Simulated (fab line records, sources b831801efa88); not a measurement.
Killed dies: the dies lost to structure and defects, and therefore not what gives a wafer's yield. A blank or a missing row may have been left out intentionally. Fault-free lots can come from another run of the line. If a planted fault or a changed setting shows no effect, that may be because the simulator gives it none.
fab line records :: flow sky130
record:
  lots: 6
  wafers: 18
  last-day: 49
route steps=708 shown NWELL@78 PWDE@84 VT_ADJUST_HVTP@85
lots with no fault: from the same line, run without faults
start-h: hours from the record's first day to the start of the lot's first wafer shown :: wait-h: how many hours have passed since the lot's step before this one :: " identical to the entry in the row above :: L1.1+2: one row covering several wafers at once :: - either no value or no given start :: * or withheld: withheld :: < > ~ a bound
route shown NAME@n: a module of which the file shows steps, and the number in the route of the first :: usual: mean and standard deviation over wafers with no fault :: same: alike in all rows :: chamber/n: place in a boat :: sites: each site's reading :: _std_site: their standard deviation :: _edge_site: outer sites' mean less inner sites' :: radius-mm: for every site, how far away it sits from the centre of the wafer :: mask NAME#n: copy n :: behind: the most recent tool/chamber to have shaped the wafer :: hold: why the lot went on hold/how many hours it stayed there/how the hold came to an end :: device: the transistor (n, p or np) that didn't switch :: end of line: the tests these same wafers got at the end of their route :: step lacking rows: just its recipe :: killed: dies that structure and defects cost at the first sort, which is not the same as the wafer's yield :: map: dies across one wafer; x = killed, . = not, _ = none there
set.NAME: the setting as run; set.NAME@STEP: as run at that earlier step :: model.NAME: the simulator's own value behind a step, which no gauge read
lots at some steps of the route; a table a step, a row a wafer
services: from which hour (start-h, from the record's first day; less than 0 if before it) a tool's chamber was out of use, for how many hours, and why
== steps ==
step: SKY_NWELL_STRIP_25
recipe:
  chemistry: O2/N2
  power-w: 1400
  pressure-mtorr: 1500
  platen-temp-c: withheld
  o2-flow-sccm: 3000
  n2-flow-sccm: 300
  overash-fraction: 0.5
usual:
  drypump-motor-current-A: 5.5/0.37
  oes-product-au: 0.722/0.004
  strip-time-to-endpoint-s: 36.92/0.095
same:
  overash-fraction: 0.5
lot.wafer: L801.1
tool: plasma-asher-04
chamber: 1
start-h: 137.16
wait-h: 0.1
drypump-motor-current-A: 5.9
oes-product-au: 0.720
rf-hours-counter-h: 50
strip-time-to-endpoint-s: 36.94

lot.wafer: L801.2
tool: plasma-asher-04
chamber: 0
start-h: 137.16
wait-h: 0.1
drypump-motor-current-A: 5.6
oes-product-au: 0.721
rf-hours-counter-h: 50
strip-time-to-endpoint-s: 36.95

lot.wafer: L801.5
tool: plasma-asher-04
chamber: 0
start-h: 137.16
wait-h: 0.1
drypump-motor-current-A: 5.6
oes-product-au: 0.721
rf-hours-counter-h: -
strip-time-to-endpoint-s: 36.97

lot.wafer: L805.2
tool: plasma-asher-01
chamber: 0
start-h: 162.71
wait-h: 0.1
drypump-motor-current-A: 5.1
oes-product-au: 0.723
rf-hours-counter-h: 25
strip-time-to-endpoint-s: 36.76

lot.wafer: L805.4
tool: plasma-asher-01
chamber: 1
start-h: 162.71
wait-h: 0.1
drypump-motor-current-A: 5.2
oes-product-au: 0.724
rf-hours-counter-h: -
strip-time-to-endpoint-s: 36.72

lot.wafer: L805.6
tool: plasma-asher-01
chamber: 0
start-h: 162.71
wait-h: 0.1
drypump-motor-current-A: 5.1
oes-product-au: 0.729
rf-hours-counter-h: -
strip-time-to-endpoint-s: 36.83

lot.wafer: L810.3
tool: plasma-asher-01
chamber: 0
start-h: 186.38
wait-h: 0.1
drypump-motor-current-A: 5.1
oes-product-au: 0.723
rf-hours-counter-h: -
strip-time-to-endpoint-s: 36.89

lot.wafer: L810.5
tool: plasma-asher-01
chamber: 0
start-h: 186.38
wait-h: 0.1
drypump-motor-current-A: 5.1
oes-product-au: 0.720
rf-hours-counter-h: -
strip-time-to-endpoint-s: 36.88

lot.wafer: L810.6
tool: plasma-asher-01
chamber: 1
start-h: 186.38
wait-h: 0.1
drypump-motor-current-A: 5.2
oes-product-au: 0.719
rf-hours-counter-h: -
strip-time-to-endpoint-s: 36.90

lot.wafer: L811.1
tool: plasma-asher-01
chamber: 1
start-h: 193.70
wait-h: 0.1
drypump-motor-current-A: 5.2
oes-product-au: 0.714
rf-hours-counter-h: 28
strip-time-to-endpoint-s: 36.85

lot.wafer: L811.3
tool: plasma-asher-01
chamber: 0
start-h: 193.70
wait-h: 0.1
drypump-motor-current-A: 5.1
oes-product-au: 0.720
rf-hours-counter-h: -
strip-time-to-endpoint-s: 36.89

lot.wafer: L811.6
tool: plasma-asher-01
chamber: 1
start-h: 193.70
wait-h: 0.1
drypump-motor-current-A: 5.2
oes-product-au: 0.721
rf-hours-counter-h: -
strip-time-to-endpoint-s: 36.98

lot.wafer: L813.1
tool: plasma-asher-01
chamber: 0
start-h: 204.31
wait-h: 0.1
drypump-motor-current-A: 5.1
oes-product-au: 0.726
rf-hours-counter-h: 29
strip-time-to-endpoint-s: 37.13

lot.wafer: L813.3
tool: plasma-asher-01
chamber: 0
start-h: 204.31
wait-h: 0.1
drypump-motor-current-A: 5.1
oes-product-au: 0.723
rf-hours-counter-h: -
strip-time-to-endpoint-s: 36.95

lot.wafer: L813.6
tool: plasma-asher-01
chamber: 0
start-h: 204.31
wait-h: 0.1
drypump-motor-current-A: 5.1
oes-product-au: 0.718
rf-hours-counter-h: -
strip-time-to-endpoint-s: 37.12

lot.wafer: L812.1
tool: plasma-asher-01
chamber: 1
start-h: 206.10
wait-h: 0.1
drypump-motor-current-A: 5.2
oes-product-au: 0.726
rf-hours-counter-h: 29
strip-time-to-endpoint-s: 36.91

lot.wafer: L812.2
tool: plasma-asher-01
chamber: 0
start-h: 206.10
wait-h: 0.1
drypump-motor-current-A: 5.1
oes-product-au: 0.727
rf-hours-counter-h: 29
strip-time-to-endpoint-s: 36.92

lot.wafer: L812.4
tool: plasma-asher-01
chamber: 1
start-h: 206.10
wait-h: 0.1
drypump-motor-current-A: 5.2
oes-product-au: 0.717
rf-hours-counter-h: -
strip-time-to-endpoint-s: 36.83
step: SKY_NWELL_TW_MEAS_26
usual:
  NWELL_2_TW: 496/3.1
lot.wafer: L801.1
tool: film-metro-03
chamber: -
start-h: 137.26
wait-h: 0.1
NWELL_2_TW: 496

lot.wafer: L801.2
tool: film-metro-03
chamber: -
start-h: 137.26
wait-h: 0.1
NWELL_2_TW: 497

lot.wafer: L801.5
tool: film-metro-03
chamber: -
start-h: 137.26
wait-h: 0.1
NWELL_2_TW: 496

lot.wafer: L805.2
tool: film-metro-01
chamber: -
start-h: 162.82
wait-h: 0.1
NWELL_2_TW: 487

lot.wafer: L805.4
tool: film-metro-01
chamber: -
start-h: 162.82
wait-h: 0.1
NWELL_2_TW: 491

lot.wafer: L805.6
tool: film-metro-01
chamber: -
start-h: 162.82
wait-h: 0.1
NWELL_2_TW: 494

lot.wafer: L810.3
tool: film-metro-02
chamber: -
start-h: 186.47
wait-h: 0.1
NWELL_2_TW: 498

lot.wafer: L810.5
tool: film-metro-02
chamber: -
start-h: 186.47
wait-h: 0.1
NWELL_2_TW: 501

lot.wafer: L810.6
tool: film-metro-02
chamber: -
start-h: 186.47
wait-h: 0.1
NWELL_2_TW: 500

lot.wafer: L811.1
tool: film-metro-02
chamber: -
start-h: 193.80
wait-h: 0.1
NWELL_2_TW: 500

lot.wafer: L811.3
tool: film-metro-02
chamber: -
start-h: 193.80
wait-h: 0.1
NWELL_2_TW: 499

lot.wafer: L811.6
tool: film-metro-02
chamber: -
start-h: 193.80
wait-h: 0.1
NWELL_2_TW: 504

lot.wafer: L813.1
tool: film-metro-03
chamber: -
start-h: 204.41
wait-h: 0.1
NWELL_2_TW: 496

lot.wafer: L813.3
tool: film-metro-03
chamber: -
start-h: 204.41
wait-h: 0.1
NWELL_2_TW: 496

lot.wafer: L813.6
tool: film-metro-03
chamber: -
start-h: 204.41
wait-h: 0.1
NWELL_2_TW: 493

lot.wafer: L812.1
tool: film-metro-02
chamber: -
start-h: 206.20
wait-h: 0.1
NWELL_2_TW: 501

lot.wafer: L812.2
tool: film-metro-02
chamber: -
start-h: 206.20
wait-h: 0.1
NWELL_2_TW: 496

lot.wafer: L812.4
tool: film-metro-02
chamber: -
start-h: 206.20
wait-h: 0.1
NWELL_2_TW: 498
step: SKY_NWELL_CLEAN_27
recipe:
  chemistry: SC1/SC2
  mix: 1:4:20
  temp-c: 70
  time-s: 150
  dry: n2-spin
step: SKY_NWELL_RTA_28
recipe:
  temp-c: 1050
  time-s: 30
  idle-temp-c: 650
  ramp-up-c-per-s: 150
  ramp-down-c-per-s: 90
  ambient: N2
usual:
  lamp-power-pct: 25.31/0.051
  wafer_temp_C_max: 1055.0/0.99
lot.wafer: L801.1
tool: rtp-anneal-02
chamber: 0
start-h: 137.37
wait-h: 0.0
lamp-power-pct: 25.27
wafer_temp_C_max: 1054.0

lot.wafer: L801.2
tool: rtp-anneal-02
chamber: 0
start-h: 137.37
wait-h: 0.0
lamp-power-pct: 25.29
wafer_temp_C_max: 1055.6

lot.wafer: L801.5
tool: rtp-anneal-02
chamber: 0
start-h: 137.37
wait-h: 0.0
lamp-power-pct: 25.33
wafer_temp_C_max: 1054.4

lot.wafer: L805.2
tool: rtp-anneal-02
chamber: 0
start-h: 162.94
wait-h: 0.0
lamp-power-pct: 25.30
wafer_temp_C_max: 1056.3

lot.wafer: L805.4
tool: rtp-anneal-02
chamber: 0
start-h: 162.94
wait-h: 0.0
lamp-power-pct: 25.33
wafer_temp_C_max: 1054.8

lot.wafer: L805.6
tool: rtp-anneal-02
chamber: 0
start-h: 162.94
wait-h: 0.0
lamp-power-pct: 25.33
wafer_temp_C_max: 1053.8

lot.wafer: L810.3
tool: rtp-anneal-01
chamber: 0
start-h: 186.59
wait-h: 0.0
lamp-power-pct: 25.37
wafer_temp_C_max: 1054.7

lot.wafer: L810.5
tool: rtp-anneal-01
chamber: 0
start-h: 186.59
wait-h: 0.0
lamp-power-pct: 25.28
wafer_temp_C_max: 1055.8

lot.wafer: L810.6
tool: rtp-anneal-01
chamber: 0
start-h: 186.59
wait-h: 0.0
lamp-power-pct: 25.32
wafer_temp_C_max: 1055.5

lot.wafer: L811.1
tool: rtp-anneal-02
chamber: 0
start-h: 193.91
wait-h: 0.0
lamp-power-pct: 25.29
wafer_temp_C_max: 1053.8

lot.wafer: L811.3
tool: rtp-anneal-02
chamber: 0
start-h: 193.91
wait-h: 0.0
lamp-power-pct: 25.33
wafer_temp_C_max: 1054.8

lot.wafer: L811.6
tool: rtp-anneal-02
chamber: 0
start-h: 193.91
wait-h: 0.0
lamp-power-pct: 25.29
wafer_temp_C_max: 1055.1

lot.wafer: L813.1
tool: rtp-anneal-01
chamber: 0
start-h: 204.52
wait-h: 0.0
lamp-power-pct: 25.32
wafer_temp_C_max: 1053.4

lot.wafer: L813.3
tool: rtp-anneal-01
chamber: 0
start-h: 204.52
wait-h: 0.0
lamp-power-pct: 25.40
wafer_temp_C_max: 1054.1

lot.wafer: L813.6
tool: rtp-anneal-01
chamber: 0
start-h: 204.52
wait-h: 0.0
lamp-power-pct: 25.33
wafer_temp_C_max: 1055.3

lot.wafer: L812.1
tool: rtp-anneal-02
chamber: 0
start-h: 206.31
wait-h: 0.0
lamp-power-pct: 25.31
wafer_temp_C_max: 1054.9

lot.wafer: L812.2
tool: rtp-anneal-02
chamber: 0
start-h: 206.31
wait-h: 0.0
lamp-power-pct: 25.29
wafer_temp_C_max: 1054.8

lot.wafer: L812.4
tool: rtp-anneal-02
chamber: 0
start-h: 206.31
wait-h: 0.0
lamp-power-pct: 25.32
wafer_temp_C_max: 1055.7
step: SKY_NWELL_RS_MEAS_29
recipe:
  thk-meas-gauge: four-point-probe
usual:
  NWELL_RS: 625.0/1.5
lot.wafer: L801.1
tool: film-metro-02
chamber: -
start-h: 137.47
wait-h: 0.1
NWELL_RS[ohm/sq]: 624.6

lot.wafer: L801.2
tool: film-metro-02
chamber: -
start-h: 137.47
wait-h: 0.1
NWELL_RS[ohm/sq]: 624.7

lot.wafer: L801.5
tool: film-metro-02
chamber: -
start-h: 137.47
wait-h: 0.1
NWELL_RS[ohm/sq]: 625.3

lot.wafer: L805.2
tool: film-metro-02
chamber: -
start-h: 163.04
wait-h: 0.1
NWELL_RS[ohm/sq]: 624.0

lot.wafer: L805.4
tool: film-metro-02
chamber: -
start-h: 163.04
wait-h: 0.1
NWELL_RS[ohm/sq]: 624.2

lot.wafer: L805.6
tool: film-metro-02
chamber: -
start-h: 163.04
wait-h: 0.1
NWELL_RS[ohm/sq]: 624.1

lot.wafer: L810.3
tool: film-metro-03
chamber: -
start-h: 186.70
wait-h: 0.1
NWELL_RS[ohm/sq]: 625.2

lot.wafer: L810.5
tool: film-metro-03
chamber: -
start-h: 186.70
wait-h: 0.1
NWELL_RS[ohm/sq]: 624.8

lot.wafer: L810.6
tool: film-metro-03
chamber: -
start-h: 186.70
wait-h: 0.1
NWELL_RS[ohm/sq]: 626.8

lot.wafer: L811.1
tool: film-metro-02
chamber: -
start-h: 194.11
wait-h: 0.2
NWELL_RS[ohm/sq]: 626.0

lot.wafer: L811.3
tool: film-metro-02
chamber: -
start-h: 194.11
wait-h: 0.2
NWELL_RS[ohm/sq]: 626.0

lot.wafer: L811.6
tool: film-metro-02
chamber: -
start-h: 194.11
wait-h: 0.2
NWELL_RS[ohm/sq]: 626.5

lot.wafer: L813.1
tool: film-metro-01
chamber: -
start-h: 204.62
wait-h: 0.1
NWELL_RS[ohm/sq]: 624.9

lot.wafer: L813.3
tool: film-metro-01
chamber: -
start-h: 204.62
wait-h: 0.1
NWELL_RS[ohm/sq]: 624.4

lot.wafer: L813.6
tool: film-metro-01
chamber: -
start-h: 204.62
wait-h: 0.1
NWELL_RS[ohm/sq]: 625.3

lot.wafer: L812.1
tool: film-metro-03
chamber: -
start-h: 206.41
wait-h: 0.1
NWELL_RS[ohm/sq]: 624.2

lot.wafer: L812.2
tool: film-metro-03
chamber: -
start-h: 206.41
wait-h: 0.1
NWELL_RS[ohm/sq]: 624.4

lot.wafer: L812.4
tool: film-metro-03
chamber: -
start-h: 206.41
wait-h: 0.1
NWELL_RS[ohm/sq]: 624.7
step: SKY_NWELL_RS_MEAS_31
recipe:
  thk-meas-gauge: four-point-probe
usual:
  PWDE_RS: 5279/16
lot.wafer: L801.1
tool: film-metro-02
chamber: -
start-h: 137.71
wait-h: 0.1
PWDE_RS[ohm/sq]: 5284

lot.wafer: L801.2
tool: film-metro-02
chamber: -
start-h: 137.71
wait-h: 0.1
PWDE_RS[ohm/sq]: 5270

lot.wafer: L801.5
tool: film-metro-02
chamber: -
start-h: 137.71
wait-h: 0.1
PWDE_RS[ohm/sq]: 5306

lot.wafer: L805.2
tool: film-metro-02
chamber: -
start-h: 163.28
wait-h: 0.1
PWDE_RS[ohm/sq]: 5291

lot.wafer: L805.4
tool: film-metro-02
chamber: -
start-h: 163.28
wait-h: 0.1
PWDE_RS[ohm/sq]: 5274

lot.wafer: L805.6
tool: film-metro-02
chamber: -
start-h: 163.28
wait-h: 0.1
PWDE_RS[ohm/sq]: 5261

lot.wafer: L810.3
tool: film-metro-03
chamber: -
start-h: 186.94
wait-h: 0.1
PWDE_RS[ohm/sq]: 5269

lot.wafer: L810.5
tool: film-metro-03
chamber: -
start-h: 186.94
wait-h: 0.1
PWDE_RS[ohm/sq]: 5273

lot.wafer: L810.6
tool: film-metro-03
chamber: -
start-h: 186.94
wait-h: 0.1
PWDE_RS[ohm/sq]: 5287

lot.wafer: L811.1
tool: film-metro-02
chamber: -
start-h: 194.35
wait-h: 0.1
PWDE_RS[ohm/sq]: 5270

lot.wafer: L811.3
tool: film-metro-02
chamber: -
start-h: 194.35
wait-h: 0.1
PWDE_RS[ohm/sq]: 5245

lot.wafer: L811.6
tool: film-metro-02
chamber: -
start-h: 194.35
wait-h: 0.1
PWDE_RS[ohm/sq]: 5260

lot.wafer: L813.1
tool: film-metro-01
chamber: -
start-h: 204.86
wait-h: 0.1
PWDE_RS[ohm/sq]: 5265

lot.wafer: L813.3
tool: film-metro-01
chamber: -
start-h: 204.86
wait-h: 0.1
PWDE_RS[ohm/sq]: 5272

lot.wafer: L813.6
tool: film-metro-01
chamber: -
start-h: 204.86
wait-h: 0.1
PWDE_RS[ohm/sq]: 5273

lot.wafer: L812.1
tool: film-metro-03
chamber: -
start-h: 206.65
wait-h: 0.1
PWDE_RS[ohm/sq]: 5271

lot.wafer: L812.2
tool: film-metro-03
chamber: -
start-h: 206.65
wait-h: 0.1
PWDE_RS[ohm/sq]: 5290

lot.wafer: L812.4
tool: film-metro-03
chamber: -
start-h: 206.65
wait-h: 0.1
PWDE_RS[ohm/sq]: 5290
step: SKY_VT_ADJUST_HVTP_DEHYDRATE_00
recipe:
  temp-c: 200
  time-s: 60
step: SKY_VT_ADJUST_HVTP_HMDS_01
recipe:
  prime-time-s: 60
  prime-temp-c: 120
step: SKY_VT_ADJUST_HVTP_COAT_02
recipe:
  resist: NOVOLAK
  spin-rpm: 3000
  resist-thk-nm: 1140
step: SKY_VT_ADJUST_HVTP_SOFTBAKE_03
recipe:
  temp-c: 90
  time-s: 60
  resist: NOVOLAK
step: SKY_VT_ADJUST_HVTP_EXPOSE_04
recipe:
  mask-id: HVTPM
  na: 0.6
  source-shape: conventional
  sigma-outer: 0.6
  polarization: unpolarized
  target-cd-nm: 380
  dose-mj: 140
step: SKY_VT_ADJUST_HVTP_PEB_05
recipe:
  temp-c: withheld
  time-s: *
  resist: NOVOLAK
usual:
  chill-plate-temp-C: *
  exhaust-pa: 44.8/0.93
  resist-line-temp-C: *
lot.wafer: L801.1
tool: litho-track-04
chamber: 0
start-h: 155.29
wait-h: -
chill-plate-temp-C: *
exhaust-pa: 44.4
resist-line-temp-C: *

lot.wafer: L801.2
tool: litho-track-04
chamber: 0
start-h: 155.29
wait-h: -
chill-plate-temp-C: *
exhaust-pa: 44.0
resist-line-temp-C: *

lot.wafer: L801.5
tool: litho-track-04
chamber: 0
start-h: 155.29
wait-h: -
chill-plate-temp-C: *
exhaust-pa: 44.6
resist-line-temp-C: *

lot.wafer: L805.2
tool: litho-track-01
chamber: 0
start-h: 181.74
wait-h: -
chill-plate-temp-C: *
exhaust-pa: 42.5
resist-line-temp-C: *

lot.wafer: L805.4
tool: litho-track-01
chamber: 0
start-h: 181.74
wait-h: -
chill-plate-temp-C: *
exhaust-pa: 45.2
resist-line-temp-C: *

lot.wafer: L805.6
tool: litho-track-01
chamber: 0
start-h: 181.74
wait-h: -
chill-plate-temp-C: *
exhaust-pa: 43.9
resist-line-temp-C: *

lot.wafer: L810.3
tool: litho-track-04
chamber: -
start-h: 208.44
wait-h: -
chill-plate-temp-C: -
exhaust-pa: -
resist-line-temp-C: -

lot.wafer: L810.5
tool: litho-track-04
chamber: -
start-h: 208.44
wait-h: -
chill-plate-temp-C: -
exhaust-pa: -
resist-line-temp-C: -

lot.wafer: L810.6
tool: litho-track-04
chamber: -
start-h: 208.44
wait-h: -
chill-plate-temp-C: -
exhaust-pa: -
resist-line-temp-C: -

lot.wafer: L811.1
tool: litho-track-01
chamber: -
start-h: 216.21
wait-h: -
chill-plate-temp-C: -
exhaust-pa: -
resist-line-temp-C: -

lot.wafer: L811.3
tool: litho-track-01
chamber: -
start-h: 216.21
wait-h: -
chill-plate-temp-C: -
exhaust-pa: -
resist-line-temp-C: -

lot.wafer: L811.6
tool: litho-track-01
chamber: -
start-h: 216.21
wait-h: -
chill-plate-temp-C: -
exhaust-pa: -
resist-line-temp-C: -

lot.wafer: L813.1
tool: litho-track-02
chamber: 0
start-h: 226.26
wait-h: -
chill-plate-temp-C: *
exhaust-pa: 45.3
resist-line-temp-C: *

lot.wafer: L813.3
tool: litho-track-02
chamber: 0
start-h: 226.26
wait-h: -
chill-plate-temp-C: *
exhaust-pa: 45.2
resist-line-temp-C: *

lot.wafer: L813.6
tool: litho-track-02
chamber: 0
start-h: 226.26
wait-h: -
chill-plate-temp-C: *
exhaust-pa: 45.1
resist-line-temp-C: *

lot.wafer: L812.1
tool: litho-track-01
chamber: 0
start-h: 228.26
wait-h: -
chill-plate-temp-C: *
exhaust-pa: 44.8
resist-line-temp-C: *

lot.wafer: L812.2
tool: litho-track-01
chamber: 0
start-h: 228.26
wait-h: -
chill-plate-temp-C: *
exhaust-pa: 46.1
resist-line-temp-C: *

lot.wafer: L812.4
tool: litho-track-01
chamber: 0
start-h: 228.26
wait-h: -
chill-plate-temp-C: *
exhaust-pa: 44.2
resist-line-temp-C: *
step: SKY_VT_ADJUST_HVTP_DEVELOP_06
recipe:
  resist: NOVOLAK
  developer: TMAH
  develop-time-s: 60
  dev-temp-c: 23
== services ==
tool: plasma-asher-01
chamber: -
start-h: 159.40
hours: 2.5
kind: repair

tool: plasma-asher-04
chamber: -
start-h: 207.58
hours: 3.2
kind: repair
== key ==
first-sign:
  step: SKY_VT_ADJUST_HVTP_PEB_05
  reading: tool-record
  direction: missing
effect none on later readings
met-at SKY_VT_ADJUST_HVTP_PEB_05
struck-wafers L810.3,L810.5,L810.6,L811.1,L811.3,L811.6
sort-left-out L810.3,L810.5,L810.6,L811.1,L811.3,L811.6
tester-left-out L810,L811
onset-between 181.74 208.44
fault:
  kind: skipped-step-whole
  tool: litho-track-01,litho-track-04
  chamber: -
  onset-h: 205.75
  steps: SKY_VT_ADJUST_HVTP_PEB_05
  scope: struck-lots-only
tester-left-out: of these lots the tester's yield and bins aren't shown, on N5 and GAA mostly nor the transistor test; their killed dies are dies lost to structure and defects alone, not to doping, threshold or leakage, so they don't give the yield
sort-left-out: the simulated sort isn't trusted on such a fault, so these wafers' sort isn't shown, and their yield isn't known
